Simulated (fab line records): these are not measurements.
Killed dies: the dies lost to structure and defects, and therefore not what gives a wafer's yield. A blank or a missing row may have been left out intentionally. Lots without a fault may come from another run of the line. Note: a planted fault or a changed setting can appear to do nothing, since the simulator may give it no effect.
Comparing a struck lot with a sound one | flow sky130 | 15 steps out of a route of 708
Sound: these wafers, L623.2, L623.5, L623.6. Struck: wafer L628.6 (L628.2, L628.4, from the same lot, were not struck and are left out); the cause is given at the end.
Per side, at each step with rows, come the tool, then ch with its chambers, and then its first start. Under that, the readings that differ: sound wafers | struck wafers | difference of the means | sigmas: that difference in standard deviations of wafers without a fault.
alike: readings with means less than 2 such deviations apart, plus words and numbers identical on both sides. not compared: withheld readings, readings lacking a value on some wafer, bounds such as >300 that could conceal the same value, and numbers that have no deviation in the record and whose values overlap.
Wherever a step has rows on one side only, a row that says differs or no value, or a row with sigmas, the two part there. Non-overlapping numbers with no deviation appear without sigmas and do not part them. Lack of a reading on every wafer of one side parts them only where that side has two or more wafers.

SKY_PWDE_TW_MEAS_10:
  struck on filmMetro-04, day 8 08:56; sound on filmMetro-04, day 6 19:10
  alike: PWDE_TW
then, 7 steps without rows for these wafers: SKY_NWELL_DEHYDRATE_03 (time 60 s); SKY_NWELL_HMDS_04 (prime time 60 s); SKY_NWELL_COAT_05 (resist thk 3000 nm); SKY_NWELL_SOFTBAKE_06; SKY_NWELL_EXPOSE_07 (exposes mask NWM, target cd 840 nm); SKY_NWELL_PEB_08; SKY_NWELL_DEVELOP_09 (develop time 60 s).
SKY_NWELL_OVL_MEAS_10:
  struck on overlay-02, day 9 04:50; sound on overlay-02, day 7 15:40
  alike: NWELL_00_OVL
then, 3 steps without rows for these wafers: SKY_NWELL_IMPLANT_11; SKY_NWELL_IMPLANT_12; SKY_NWELL_IMPLANT_13.
SKY_NWELL_STRIP_14: strips in O2/N2.
  sound on plasmaAsher-01 ch 0,1, day 7 16:09; struck on plasmaAsher-01 ch 1, day 9 05:19
reading             | sound             | struck | difference | sigmas
oesProductAu (a.u.) | 0.712 0.722 0.721 | 0.796  | +0.078     | +17
overashFraction     | 0.5 0.5 0.5       | 0.3    | -0.2       | 
  alike: drypumpMotorCurrentA, stripTimeToEndpointS
  not compared: rfHoursCounterH
SKY_NWELL_TW_MEAS_15:
  struck on filmMetro-01, day 9 05:26; sound on filmMetro-04, day 7 16:16
  alike: NWELL_TW
next, for these wafers, 1 step has no rows: SKY_PAD_OPEN_PROBE_99.

WHERE THEY PART
Only at SKY_NWELL_STRIP_14, within this record. Later steps at which nothing parts them and some readings are alike: SKY_NWELL_TW_MEAS_15.

WHY: what the simulator had put in
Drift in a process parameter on plasmaAsher-01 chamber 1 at SKY_NWELL_STRIP_14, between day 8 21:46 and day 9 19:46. The setting overashFraction was moved by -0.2, starting from 0.5. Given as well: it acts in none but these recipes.
